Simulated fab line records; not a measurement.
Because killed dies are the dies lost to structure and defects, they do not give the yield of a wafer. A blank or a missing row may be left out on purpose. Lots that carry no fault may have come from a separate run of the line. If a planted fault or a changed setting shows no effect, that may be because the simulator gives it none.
What tool caused it? :: flow gf180mcu :: 6 lots, 18 wafers sampled, at 3 steps of a route of 602

WHAT THE GAUGES SHOWED, per wafer
GF_V4_THK_MEAS_01.
lot: L946
measured: day 24 17:26
on: film metro-01
V4_CVD_00_THK (nm): 1214 1171 1213

lot: L954
measured: day 27 16:56
on: film metro-03
V4_CVD_00_THK (nm): 599 614 602

lot: L956
measured: day 28 02:45
on: film metro-03
V4_CVD_00_THK (nm): 597 596 592

lot: L957
measured: day 28 22:22
on: film metro-03
V4_CVD_00_THK (nm): 607 602 606

lot: L960
measured: day 29 03:00
on: film metro-04
V4_CVD_00_THK (nm): 610 610 614

lot: L965
measured: day 30 17:26
on: film metro-01
V4_CVD_00_THK (nm): 607 608 594

WHICH TOOL RAN EACH LOT (tool, then ch and the chambers of the sampled wafers, then the start)
lot: L946
GF_V3_SPUTTER_22: pvd sputter-04, day 23 16:51
GF_V4_CVD_00: hdpcvd-01 ch 1,2, day 24 17:02

lot: L954
GF_V3_SPUTTER_22: pvd sputter-04, day 26 18:58
GF_V4_CVD_00: hdpcvd-01 ch 0,1,2, day 27 16:51

lot: L956
GF_V3_SPUTTER_22: pvd sputter-03, day 27 05:06
GF_V4_CVD_00: hdpcvd-01 ch 0,1,2, day 28 02:41

lot: L957
GF_V3_SPUTTER_22: pvd sputter-04, day 28 01:01
GF_V4_CVD_00: hdpcvd-01 ch 0,1, day 28 22:17

lot: L960
GF_V3_SPUTTER_22: pvd sputter-01, day 28 06:09
GF_V4_CVD_00: hdpcvd-01 ch 0,1, day 29 02:55

lot: L965
GF_V3_SPUTTER_22: pvd sputter-04, day 29 22:00
GF_V4_CVD_00: hdpcvd-01 ch 1,2, day 30 17:20
- GF_V3_SPUTTER_22: material TiN, target thk 10 nm, time 40 s.
- GF_V4_CVD_00: deposits SiO2, target thk 600 nm, time 100 s.

THE ANSWER, worked out from the rows above alone
Rule: the lots themselves supply what counts as usual. The widest of any qualifying gaps counts: lots, ordered by their means at a reading, are off when they make up no more than a third of the lots, leave a main group of 4 or more, and stand apart from it by 3 or more times the standard deviation of that group's means. A main group is skipped when, at the precision printed for the reading in the tables above, its means are all equal. A lot without any number at a reading at which 4 lots or more have one is off too. Where the step has rows for the other lots, those lots are counted as sound.
Off: L946, at GF_V4_THK_MEAS_01 (V4_CVD_00_THK). Main group: mean 604 nm, sd 5.2.
If a tool, at a process step before that reading, ran all the lots that are off and no sound lot after the first of them, it fits. Those tools and the gauges at GF_V4_THK_MEAS_01 are tried in the same way. Of those tried, none fits.

WHAT WAS PUT IN BY THE SIMULATOR
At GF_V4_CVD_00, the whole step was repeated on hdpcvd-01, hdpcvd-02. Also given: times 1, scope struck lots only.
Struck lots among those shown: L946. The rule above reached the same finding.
